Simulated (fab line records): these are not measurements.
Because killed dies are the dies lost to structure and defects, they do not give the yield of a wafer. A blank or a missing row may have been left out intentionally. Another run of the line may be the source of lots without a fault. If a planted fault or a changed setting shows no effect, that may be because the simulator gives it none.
Chamber matching	flow sky130	SKY_CONTACT_CMP_27 on cmp-01 has 4 sister chambers
The step polishes, stops on SiO2, t overpolish 15 s, target thk 0 nm. 4 wafers are shown with their chamber, then 8 later ones without.

== EACH WAFER AND ITS CHAMBER ==
wafer	chamber	motor current A (A)
L532.4	1	12.6
L534.1	0	11.0
L534.3	3	9.8
L536.2	2	10.1

== WAFERS MISSING THEIR CHAMBER ==
wafer	motor current A (A)
L536.4	9.9
L536.6	13.0
L535.1	10.5
L535.3	13.2
L535.6	9.9
L546.1	11.1
L546.5	9.6
L546.6	11.0

== CHAMBER TAKEN BY EACH ==
wafer	from the rows above	in truth
L536.4	can't be placed: 3 or 2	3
L536.6	1	1
L535.1	can't be placed: 2 or 0 or 3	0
L535.3	1	1
L535.6	can't be placed: 3 or 2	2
L546.1	0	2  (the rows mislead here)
L546.5	can't be placed: 3 or 2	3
L546.6	0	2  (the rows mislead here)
Correct placement for 2 of the 8. Cannot be placed on the basis of these rows: 4; the candidates contain the true chamber in 4. Wrongly placed: 2.
How it was worked out, from the rows above alone: a wafer's distance from a chamber is the root of the sum, over the readings, of the square of ((its reading less the chamber's mean) divided by the reading's scatter). The wafer belongs to the nearest chamber; if the next one is less than 2 further off, it can't be placed. For every chamber, the mean is computed from those of its wafers that are shown. The scatter: root of mean squared gap, hidden wafer to nearest shown wafer, with one shown wafer a chamber.
